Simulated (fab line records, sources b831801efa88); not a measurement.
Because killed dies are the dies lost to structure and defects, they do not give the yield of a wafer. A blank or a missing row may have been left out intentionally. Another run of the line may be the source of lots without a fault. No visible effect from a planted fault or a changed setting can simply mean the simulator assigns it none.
A struck lot beside a sound one ; flow sky130 ; 4 steps out of a route of 708
Sound: these wafers, L672.2, L672.3, L672.5. Wafers L685.3, L685.4, L685.6 were the ones struck. Last of all comes the cause.
Each step with rows lists, per side, the tool, then ch with its chambers, then its first start. Under that, the readings that differ: sound wafers ; struck wafers ; difference of the means ; sigmas: that difference in standard deviations of wafers without a fault.
alike: readings whose means differ by less than 2 such deviations, and words and numbers that are the same on both sides. not compared: withheld readings, readings that some wafer has no value for, bounds like >300 that may hide the same value, and numbers for which the record gives no deviation and whose values overlap.
A row with sigmas, a row that says differs or no value, or rows on one side alone: a step with any of these is where the two part. Numbers that don't overlap but have no deviation are shown without sigmas and don't part them. A reading that every wafer of one side lacks parts them only if that side has two wafers or more.

SKY_FIELD_ISO_BOW_MEAS_00:
  sound on film_metro-04, day 2 06:01; struck on film_metro-03, day 4 23:02
  alike: INCOMING_BOW
then, 1 step without rows for these wafers: SKY_FIELD_ISO_OXIDATION_01 (stabilise 600 s, purge 300 s, target thk 12 nm).
SKY_FIELD_ISO_THK_MEAS_02:
  sound on film_metro-04, day 2 07:38; struck on film_metro-02, day 5 01:30
reading;sound;struck;difference;sigmas
FIELD_ISO_OXIDATION_00_THK (nm);11.77 11.72 11.78;15.15 15.43 15.40;+3.57;+15
  not compared: hold
-- here the record skips 46 days between the struck wafers' starts before and after, leaving off in module FIELD_ISO and picking up in module PAD_OPEN (first step shown: number 708 of the route) --
SKY_PAD_OPEN_PROBE_99:
  sound on prober-02, day 47 23:23; struck on prober-01, day 50 20:45
  alike: killed_at_M0_to_M3, killed_at_M4_up, killed_at_contacts, killed_at_front_end, killed_at_other, killed_dies, killed_on_rim, killed_open, killed_short

## WHERE THEY PART
SKY_FIELD_ISO_THK_MEAS_02 only, going by this record. Later steps at which nothing parts them and some readings are alike: SKY_PAD_OPEN_PROBE_99.

WHY: whatever the simulator had introduced
Metrology matching offset: film_metro-02, from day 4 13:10 on, at SKY_FIELD_ISO_THK_MEAS_02. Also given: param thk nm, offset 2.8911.
